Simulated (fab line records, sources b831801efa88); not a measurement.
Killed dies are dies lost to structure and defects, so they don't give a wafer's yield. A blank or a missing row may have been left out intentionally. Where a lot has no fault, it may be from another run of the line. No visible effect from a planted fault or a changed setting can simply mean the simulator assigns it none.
A struck lot beside a sound one || flow sky130 || 17 out of 708 route steps
Sound: wafers L835.2, L835.3, L835.4. Struck: wafers L837.4, L837.6 (left out: L837.5, a lot-mate that was not struck); the cause follows at the end.
For every step that has rows: the tool of each side, followed by ch and its chambers, followed by its first start. Under that, the readings that differ: sound wafers || struck wafers || difference of the means || sigmas: that difference in standard deviations of wafers without a fault.
alike: a reading whose means differ by less than 2 such deviations, as well as words and numbers matching on both sides. not compared: withheld readings; readings where some wafer has no value; bounds like >300 that might hide an equal value; numbers whose values overlap and for which the record gives no deviation.
A row with sigmas, a row that says differs or no value, or rows on one side alone: a step with any of these is where the two part. When numbers do not overlap yet have no deviation, they are printed without sigmas and do not part them. A reading that every wafer of one side lacks parts them only if that side has two wafers or more.

first, 3 steps without rows for these wafers: SKY_VIA1_EXPOSE_09 (exposes mask VIM, target cd 150 nm); SKY_VIA1_PEB_10; SKY_VIA1_DEVELOP_11 (develop time 60 s).
SKY_VIA1_CD_MEAS_12 targets a cd of 150 nm.
  struck on cdSem-02, day 35 22:21; sound on cdSem-01, day 35 05:34
  alike: cdNm
SKY_VIA1_OVL_MEAS_13:
  struck on overlay-02, day 35 22:26; sound on overlay-02, day 35 05:40
  alike: VIA1_OVL
SKY_VIA1_ETCH_14: etches BARC in N2/H2, stops on SiO2, time 45.9 s, target depth 60 nm.
  sound on rieDiel-03 ch 0,2,3, day 35 05:41; struck on rieDiel-02 ch 3, day 35 22:26
  alike: drypumpMotorCurrentA, n2FlowSccm, oesProductAu, throttleValvePct
  not compared: rfHoursCounterH
SKY_VIA1_ETCH_15: etches SiO2 in C4F8/O2/Ar, stops on TiN, target depth 351 nm, time 54 s.
  sound on rieDiel-03 ch 0,2,3, day 35 05:44; struck on rieDiel-02 ch 3, day 35 22:29
  alike: oesProductAu
  not compared: rfHoursCounterH
SKY_VIA1_STRIP_16: strips in O2/N2.
  sound on plasmaAsher-04 ch 0,1, day 35 05:47; struck on plasmaAsher-01 ch 0,1, day 35 22:34
  alike: drypumpMotorCurrentA, n2FlowSccm, oesProductAu, stripTimeToEndpointS
  not compared: rfHoursCounterH
then, 3 steps without rows for these wafers: SKY_VIA1_STRIP_17 (strips in post etch residue remover, time 1200 s); SKY_VIA1_CLEAN_18 (cleans in IPA, time 180 s); SKY_VIA1_CLEAN_19 (cleans in O3/DIW).
SKY_VIA1_SPUTTER_20: material TiN, target thk 20 nm, time 80 s.
  struck on pvdSputter-02, day 35 23:08; sound on pvdSputter-02, day 35 06:23
  alike: throttleValvePct
SKY_VIA1_CVD_21: deposits W, target thk 270 nm, time 80.902 s.
  sound on cvdW-02 ch 0,1, day 35 06:26; struck on cvdW-02 ch 1, day 35 23:14
{"reading": "model.W_of_VIA1_CVD_21.thkNm (nm)", "sound": "269.7 272.6 270.5", "struck": "245.9 248.3", "difference": -23.8, "sigmas": ""}
  alike: chamberPressureTorr, heaterPowerW, susceptorTempC
  not compared: sinceWetCleanH
SKY_VIA1_RS_MEAS_22: measurement is done with a four-point probe.
  struck on filmMetro-02, day 35 23:21; sound on filmMetro-01, day 35 06:33
{"reading": "VIA1_W_RS (ohm/sq)", "sound": "0.426 0.422 0.426", "struck": "0.469 0.464", "difference": "+0.042", "sigmas": "+12"}
SKY_VIA1_THK_MEAS_23: measures by xrf.
  struck on filmMetro-02, day 35 23:26; sound on filmMetro-01, day 35 06:40
{"reading": "VIA1_W_THK (nm)", "sound": "256 259 258", "struck": "233 235", "difference": -24, "sigmas": -8}
SKY_VIA1_CMP_24: polishes, stops on SiO2, t overpolish 15 s, target thk 0 nm.
  sound on cmp-01 ch 0,1,2, day 35 06:43; struck on cmp-02 ch 2, day 35 23:28
  alike: motorCurrentA
-- the record jumps here: 11 days lie between the struck wafers' starts before and after (it left off in module VIA1 and takes up again in module PAD_OPEN, whose first step shown is number 708 of the route) --
SKY_PAD_OPEN_PROBE_99:
  struck on prober-01, day 47 06:06; sound on prober-02, day 46 19:25
  alike: defectLimitedYield, killed_at_M0_to_M3, killed_at_M4_up, killedAtContacts, killedAtFrontEnd, killedAtOther, killedDies, killedOpen, killedShort, sort_bin_3_pad_short, sort_bin_5_function, sort_bin_6_memory, sortNPass, sortYieldPct

## WHERE THEY PART
At SKY_VIA1_RS_MEAS_22 first; at SKY_VIA1_THK_MEAS_23 last (within this record only). Later steps at which nothing parts them and some readings are alike: SKY_VIA1_CMP_24, SKY_PAD_OPEN_PROBE_99.

WHY: what the simulator had put in
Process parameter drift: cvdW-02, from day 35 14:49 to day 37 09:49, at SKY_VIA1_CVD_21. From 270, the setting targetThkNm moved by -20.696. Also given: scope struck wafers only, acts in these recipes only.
